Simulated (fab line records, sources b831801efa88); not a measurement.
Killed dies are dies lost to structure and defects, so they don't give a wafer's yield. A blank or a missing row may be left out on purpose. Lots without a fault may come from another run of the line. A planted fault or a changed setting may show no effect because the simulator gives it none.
One fault seen from 2 desks | flow sky130 | each desk has only its own numbers; what lay behind them comes last

THE TOOL OWNER'S DESK: implanter-04
The tool's own readings at SKY_NWELL_IMPLANT_12: means of the sampled wafers that have a number, for each lot that ran on this tool. A lot is out of limits, marked OUT, if its mean lies more than 4 standard deviations from the usual mean; the brackets give that distance.
Columns: A = dose_ions_cm2 at SKY_NWELL_IMPLANT_12, usual 1.3004e+12; B = faraday_current_uA at SKY_NWELL_IMPLANT_12, usual 7.35
lot  | first seen here | A                    | B
L821 | day 5 20:07     | 1.3014e+12           | 7.32
L833 | day 8 12:13     | 1.1900e+12 (-79) OUT | 6.78
L834 | day 8 21:55     | 1.1899e+12 (-79) OUT | 6.80
This desk's finding: out of limits on L833, L834; first on L833, day 8 12:13 (dose_ions_cm2 at SKY_NWELL_IMPLANT_12). In limits: L821.

THE METROLOGY DESK
What the gauges read, lot by lot, whatever tool the lot ran on: means of the sampled wafers that have a number. A lot is out of limits, marked OUT, if its mean lies more than 4 standard deviations from the usual mean; the brackets give that distance.
Columns: A = cd_nm at SKY_FIELD_ISO_CD_MEAS_13, usual 149.7 nm; B = NWELL_01_OVL at SKY_NWELL_OVL_MEAS_23, usual -0.3 nm
lot  | first seen here | A     | B
L817 | day 2 06:40     | 149.6 | -0.6
L818 | day 2 10:35     | 148.6 | 1.2
L819 | day 2 16:34     | 148.2 | -3.0
L820 | day 2 21:52     | 150.3 | 0.3
L821 | day 3 00:44     | 150.1 | 1.6
L822 | day 3 07:09     | 149.5 | 0.4
L824 | day 3 17:45     | 153.4 | -1.0
L823 | day 3 18:26     | 150.0 | -0.7
L825 | day 4 02:10     | 148.5 | 1.2
L826 | day 4 02:32     | 147.0 | -2.0
L833 | day 5 19:58     | 150.0 | 0.4
L834 | day 5 23:06     | 151.2 | -0.1
This desk's finding: nothing out of limits on any of the 12 lots.

PUT TOGETHER
The tool owner's desk could have raised an alarm at day 8 12:13, on L833, L834.
The metrology desk saw nothing out of limits.
The metrology desk has L833, L834 on record, within its limits.
Of the lots named, all ran SKY_NWELL_IMPLANT_12 on implanter-04.

WHAT THE SIMULATOR HAD PUT IN
Process parameter drift: implanter-04, from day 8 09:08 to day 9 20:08, at SKY_NWELL_IMPLANT_12. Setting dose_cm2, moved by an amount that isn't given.
Lots struck among those shown: L833, L834.
Hours from the fault's start to each desk's first reading out of limits: the tool owner's desk, 3.
